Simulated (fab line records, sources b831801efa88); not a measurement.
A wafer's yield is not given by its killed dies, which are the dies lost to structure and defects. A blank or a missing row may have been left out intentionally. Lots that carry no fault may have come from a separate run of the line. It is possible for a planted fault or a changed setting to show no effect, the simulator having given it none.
Comparing a struck lot with a sound one | flow sky130 | 35 out of 708 route steps
Sound: these wafers, L508.2, L508.3, L508.4. Wafers struck: L519.2, L519.3, L519.5. The cause is given at the end.
Each step with rows lists, per side, the tool, then ch with its chambers, then its first start. Under that, the readings that differ: sound wafers | struck wafers | difference of the means | sigmas: that difference in standard deviations of wafers without a fault.
alike: readings with means less than 2 such deviations apart, plus words and numbers identical on both sides. not compared: withheld readings, readings lacking a value on some wafer, bounds such as >300 that could conceal the same value, and numbers that have no deviation in the record and whose values overlap.
The two part at a step that has a row with sigmas, a row that says differs or no value, or rows on one side only. Numbers that don't overlap but have no deviation are shown without sigmas and don't part them. Lack of a reading on every wafer of one side parts them only where that side has two or more wafers.

SKY_SD_P_CD_MEAS_07 targets a cd of 380 nm.
  sound: cd_sem-01 at day 27 05:59; struck: cd_sem-02 at day 31 03:25
  alike: cd_nm
SKY_SD_P_OVL_MEAS_08:
  sound: overlay-01 at day 27 06:06; struck: overlay-02 at day 31 03:31
  alike: SD_P_OVL
after that, 1 step had no rows for these wafers: SKY_SD_P_IMPLANT_09.
SKY_SD_P_STRIP_10: strips in O2/N2.
  sound on plasma_asher-03 ch 0,1, day 27 06:17; struck on plasma_asher-03 ch 0,1, day 31 03:41
  alike: drypump_motor_current_A, oes_product_au, strip_time_to_endpoint_s
  not compared: rf_hours_counter_h
SKY_SD_P_TW_MEAS_11:
  sound: film_metro-02 at day 27 06:23; struck: film_metro-03 at day 31 03:48
  alike: SD_P_TW
then, 7 steps without rows for these wafers: SKY_RES_XHIGH_DEHYDRATE_00 (time 60 s); SKY_RES_XHIGH_HMDS_01 (prime time 60 s); SKY_RES_XHIGH_COAT_02 (resist thk 1140 nm); SKY_RES_XHIGH_SOFTBAKE_03 (time 60 s); SKY_RES_XHIGH_EXPOSE_04 (exposes mask URPM, target cd 1270 nm); SKY_RES_XHIGH_PEB_05; SKY_RES_XHIGH_DEVELOP_06 (develop time 60 s).
SKY_RES_XHIGH_IMPLANT_07:
  sound on implanter-04 ch 0, day 28 11:02; struck on implanter-01 ch 0, day 32 07:40
  alike: end_station_pressure_torr
SKY_RES_XHIGH_STRIP_08: strips in O2/N2.
  sound on plasma_asher-01 ch 0,1, day 28 11:10; struck on plasma_asher-02 ch 0,1, day 32 07:48
  reading                     | sound       | struck      | difference | sigmas
  drypump_motor_current_A (A) | 6.4 6.4 6.5 | 5.4 5.4 5.4 | -1.0       | -2
  alike: oes_product_au, strip_time_to_endpoint_s
  not compared: rf_hours_counter_h
SKY_RES_XHIGH_TW_MEAS_09:
  sound: film_metro-03 at day 28 11:16; struck: film_metro-03 at day 32 07:55
  alike: RES_XHIGH_TW
then, 7 steps without rows for these wafers: SKY_SD_N_DEHYDRATE_00 (time 60 s); SKY_SD_N_HMDS_01 (prime time 60 s); SKY_SD_N_COAT_02 (resist thk 1140 nm); SKY_SD_N_SOFTBAKE_03 (time 60 s); SKY_SD_N_EXPOSE_04 (exposes mask NSDM, target cd 380 nm); SKY_SD_N_PEB_05; SKY_SD_N_DEVELOP_06 (develop time 60 s).
SKY_SD_N_CD_MEAS_07 targets a cd of 380 nm.
  sound: cd_sem-01 at day 29 15:34; struck: cd_sem-02 at day 33 11:10
  alike: cd_nm
SKY_SD_N_OVL_MEAS_08:
  sound: overlay-01 at day 29 15:40; struck: overlay-02 at day 33 11:16
  alike: SD_N_OVL
then, 2 steps without rows for these wafers: SKY_SD_N_IMPLANT_09; SKY_SD_N_IMPLANT_10.
SKY_SD_N_STRIP_11: strips in O2/N2.
  sound on plasma_asher-04 ch 0,1, day 29 16:00; struck on plasma_asher-01 ch 0,1, day 33 11:35
  reading                      | sound             | struck            | difference | sigmas
  strip_time_to_endpoint_s (s) | 22.57 22.58 22.56 | 22.47 22.45 22.48 | -0.10      | -3
  alike: drypump_motor_current_A, oes_product_au
  not compared: rf_hours_counter_h
SKY_SD_N_TW_MEAS_12:
  sound: film_metro-03 at day 29 16:07; struck: film_metro-02 at day 33 11:42
  reading | sound          | struck         | difference | sigmas
  SD_N_TW | 4031 4040 4031 | 3994 3990 3997 | -40        | -3
then, 1 step without rows for these wafers: SKY_SD_N_CLEAN_13 (cleans in SC1/SC2, time 150 s).
SKY_SD_N_RTA_14: time 2 s.
  sound on rtp_anneal-02 ch 0, day 29 16:13; struck on rtp_anneal-01 ch 0, day 33 11:52
  alike: chamber_o2_ppm, lamp_power_pct, wafer_temp_C_max
SKY_SD_N_RS_MEAS_16: measurement is done with a four-point probe.
  sound: film_metro-02 at day 29 16:25; struck: film_metro-03 at day 33 12:03
  alike: SD_N_RS
SKY_SD_N_RS_MEAS_17: measurement is done with a four-point probe.
  sound: film_metro-02 at day 29 16:32; struck: film_metro-03 at day 33 12:10
  alike: SD_P_RS
SKY_SD_N_RS_MEAS_18: measurement is done with a four-point probe.
  sound: film_metro-02 at day 29 16:39; struck: film_metro-03 at day 33 12:17
  reading               | sound             | struck            | difference | sigmas
  RES_XHIGH_RS (ohm/sq) | 335.2 334.8 332.7 | 339.4 336.5 336.1 | +3.1       | +3
then, 1 step without rows for these wafers: SKY_SALICIDE_CLEAN_00 (cleans in HF-last, time 30 s).
-- the record jumps here: 17 days lie between the struck wafers' starts before and after (it left off in module SALICIDE and takes up again in module PAD_OPEN, whose first step shown is number 708 of the route) --
SKY_PAD_OPEN_PROBE_99:
  sound: prober-02 at day 47 15:30; struck: prober-01 at day 50 02:17
  reading                                  | sound             | struck            | difference | sigmas
  killed_at_contacts                       | 21 18 33          | 34 35 38          | +12        | +2
  killed_dies                              | 81 82 87          | 98 90 117         | +18        | +2
  model.etest.res_xhigh_po.rs_ohm_sq_range | 51.85 79.95 74.09 | 384.6 375.3 390.9 | +315.0     |
  alike: killed_at_M0_to_M3, killed_at_M4_up, killed_at_front_end, killed_at_other, killed_open, killed_short

## WHERE THEY PART
Last at SKY_PAD_OPEN_PROBE_99 as far as this record goes, first at SKY_RES_XHIGH_STRIP_08.

WHY: whatever the simulator had introduced
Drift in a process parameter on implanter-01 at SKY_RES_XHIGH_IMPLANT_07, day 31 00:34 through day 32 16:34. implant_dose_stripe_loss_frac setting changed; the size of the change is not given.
